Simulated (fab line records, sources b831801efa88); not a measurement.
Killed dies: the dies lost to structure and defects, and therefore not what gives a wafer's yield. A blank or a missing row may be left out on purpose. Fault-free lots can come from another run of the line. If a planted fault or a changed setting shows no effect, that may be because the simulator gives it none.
Struck lot and sound lot, side by side ; flow sky130 ; 15 steps out of a route of 708
Sound: wafers L931.1, L931.2, L931.4. Struck: wafers L940.1, L940.3, L940.6. The cause is named last.
At each step with rows: each side's tool, then ch and its chambers, then its first start. Under that, the readings that differ: sound wafers ; struck wafers ; difference of the means ; sigmas: that difference in standard deviations of wafers without a fault.
alike: same words and numbers on both sides, and readings whose means sit less than 2 such deviations apart. not compared: any withheld reading, any reading some wafer has no value for, any bound like >300 that may hide the same value, and any number with overlapping values for which the record gives no deviation.
Wherever a step has rows on one side only, a row that says differs or no value, or a row with sigmas, the two part there. Numbers that don't overlap but have no deviation are shown without sigmas and don't part them. A reading that every wafer of one side lacks parts them only if that side has two wafers or more.

first, 2 steps without rows for these wafers: SKY_NWELL_IMPLANT_12; SKY_NWELL_IMPLANT_13.
SKY_NWELL_STRIP_14: strips in O2/N2.
  sound on plasma_asher-03 ch 0,1, day 4 21:02; struck on plasma_asher-03 ch 0, day 6 21:17
  alike: chamber_pressure_mTorr, drypump_motor_current_A, oes_product_au, strip_time_to_endpoint_s
  not compared: rf_hours_counter_h
SKY_NWELL_TW_MEAS_15:
  sound: film_metro-01 at day 4 21:08; struck: film_metro-02 at day 6 21:23
  alike: NWELL_TW
then, 7 steps without rows for these wafers: SKY_NWELL_DEHYDRATE_16 (time 60 s); SKY_NWELL_HMDS_17 (prime time 60 s); SKY_NWELL_COAT_18 (resist thk 3000 nm); SKY_NWELL_SOFTBAKE_19; SKY_NWELL_EXPOSE_20 (exposes mask NWM COMPLEMENT, target cd 840 nm); SKY_NWELL_PEB_21; SKY_NWELL_DEVELOP_22 (develop time 60 s).
SKY_NWELL_OVL_MEAS_23:
  sound: overlay-01 at day 5 14:28; struck: overlay-02 at day 7 17:11
reading;sound;struck;difference;sigmas
NWELL_01_OVL (nm);-1.4 -2.5 -1.1;2.2 1.5 0.6;+3.1;+2
SKY_NWELL_IMPLANT_24:
  sound on implanter-02 ch 0, day 5 14:29; struck on implanter-02 ch 0, day 7 17:13
reading;sound;struck;difference;sigmas
beam_energy_keV;140.00 140.01 140.00;153.26 153.28 153.32;+13.28;+99 or more
model.implant.drp_nm (nm);95.47 95.47 95.47;98.85 98.85 98.85;+3.38;
  alike: faraday_current_uA
SKY_NWELL_STRIP_25: strips in O2/N2.
  sound on plasma_asher-02 ch 0,1, day 5 14:38; struck on plasma_asher-03 ch 0,1, day 7 17:22
  alike: chamber_pressure_mTorr, drypump_motor_current_A, oes_product_au, strip_time_to_endpoint_s
  not compared: rf_hours_counter_h
-- the record jumps here: 41 days lie between the struck wafers' starts before and after (it left off in module NWELL and takes up again in module PAD_OPEN, whose first step shown is number 708 of the route) --
SKY_PAD_OPEN_PROBE_99:
  sound: prober-02 at day 45 22:58; struck: prober-02 at day 48 11:37
reading;sound;struck;difference;sigmas
killed_at_M4_up;4 0 1;9 5 2;+4;+2
model.etest.pfet_16v.r_on_ohm_um;1.515e+04 1.495e+04 1.526e+04;1.55e+04 1.546e+04 1.552e+04;+3.73e+02;
model.etest.res_iso_pwell.rs_ohm_sq;3153 3132 3328;2490 2461 2556;-702;
model.etest.res_iso_pwell.line_ohm_um;1185 1179 1249;927.9 930.4 958.8;-265.3;
model.etest.res_deep_nwell.rs_ohm_sq;2165 2148 2166;2242 2244 2222;+76;
model.etest.tip_n_5v.rs_ohm_sq;1395 1399 1382;1348 1346 1342;-47;
model.etest.res_deep_nwell.line_ohm_um;720.3 725.9 717.1;753.9 747 744.4;+27.3;
model.etest.res_nwell.width_nm (nm);845 838.7 835.8;825 833 824.2;-12;
model.etest.pfet_16v.drive_ua_um;249.2 252 250.8;233.5 232.7 232.1;-17.9;
  alike: killed_at_M0_to_M3, killed_at_contacts, killed_at_front_end, killed_at_other, killed_dies, killed_open, killed_short

## WHERE THEY PART
Earliest at SKY_NWELL_OVL_MEAS_23; latest, in this record, at SKY_PAD_OPEN_PROBE_99.

WHY: whatever the simulator had introduced
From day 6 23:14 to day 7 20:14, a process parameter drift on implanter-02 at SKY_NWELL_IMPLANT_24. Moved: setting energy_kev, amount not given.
